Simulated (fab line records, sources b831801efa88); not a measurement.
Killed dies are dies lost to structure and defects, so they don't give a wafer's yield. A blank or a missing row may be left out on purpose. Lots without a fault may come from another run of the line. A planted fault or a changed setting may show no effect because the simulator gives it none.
One fault seen from 2 desks | flow gf180mcu | each desk has only its own numbers; what lay behind them comes last

THE METROLOGY DESK
What the gauges read, lot by lot, whatever tool the lot ran on: means of the sampled wafers that have a number. A lot is out of limits, marked OUT, if its mean lies more than 4 standard deviations from the usual mean; the brackets give that distance.
Columns: A = HV_LDD_2_TW at GF_HV_LDD_TW_MEAS_23, usual 1054; B = V1_CVD_02_THK at GF_V1_THK_MEAS_03, usual 852 nm
lot  | first seen here | A              | B
L763 | day 11 00:50    | 1068           | 850
L765 | day 11 14:16    | 1066           | 839
L767 | day 12 04:47    | 1062           | 854
L769 | day 12 20:38    | 1040           | 861
L770 | day 13 01:45    | 1041           | 853
L771 | day 13 07:37    | 1068           | 848
L772 | day 13 12:23    | 1037           | 865
L774 | day 14 04:26    | 1045           | 854
L778 | day 15 17:06    | 979 (-5.4) OUT | 864
L780 | day 16 06:48    | 955 (-7.1) OUT | 868
L781 | day 16 12:23    | 952 (-7.3) OUT | 847
L782 | day 16 20:35    | 1067           | 852
L786 | day 18 08:16    | 1064           | 852
This desk's finding: out of limits on L778, L780, L781; first on L778, day 15 17:06 (HV_LDD_2_TW at GF_HV_LDD_TW_MEAS_23). In limits: L763, L765, L767, L769, L770, L771, L772, L774, L782, L786.

THE TOOL OWNER'S DESK: implanter-04
The tool's own readings at GF_HV_LDD_IMPLANT_21: means of the sampled wafers that have a number, for each lot that ran on this tool. A lot is out of limits, marked OUT, if its mean lies more than 4 standard deviations from the usual mean; the brackets give that distance.
Columns: A = beam_energy_keV at GF_HV_LDD_IMPLANT_21, usual 24.999; B = dose_ions_cm2 at GF_HV_LDD_IMPLANT_21, usual 5.001e+13; C = faraday_current_uA at GF_HV_LDD_IMPLANT_21, usual 282
lot  | first seen here | A      | B                           | C
L765 | day 11 14:01    | 24.987 | 5.006e+13                   | 282
L771 | day 13 07:22    | 25.002 | 5.003e+13                   | 277
L778 | day 15 16:52    | 24.995 | 3.744e+13 (-99 or more) OUT | 212 (-12) OUT
L780 | day 16 06:35    | 25.001 | 3.752e+13 (-99 or more) OUT | 213 (-12) OUT
L781 | day 16 12:08    | 24.997 | 3.743e+13 (-99 or more) OUT | 209 (-13) OUT
This desk's finding: out of limits on L778, L780, L781; first on L778, day 15 16:52 (dose_ions_cm2 at GF_HV_LDD_IMPLANT_21). In limits: L765, L771.

PUT TOGETHER
The tool owner's desk could have raised an alarm at day 15 16:52, on L778, L780, L781.
The metrology desk could have raised an alarm at day 15 17:06, on L778, L780, L781.
Of the lots named, all ran GF_HV_LDD_IMPLANT_21 on implanter-04.

WHAT THE SIMULATOR HAD PUT IN
Process parameter drift: implanter-04, from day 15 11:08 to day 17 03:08, at GF_HV_LDD_IMPLANT_21. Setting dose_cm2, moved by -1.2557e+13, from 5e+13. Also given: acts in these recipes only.
Lots struck among those shown: L778, L780, L781.
Hours from the fault's start to each desk's first reading out of limits: the tool owner's desk, 6; the metrology desk, 6.
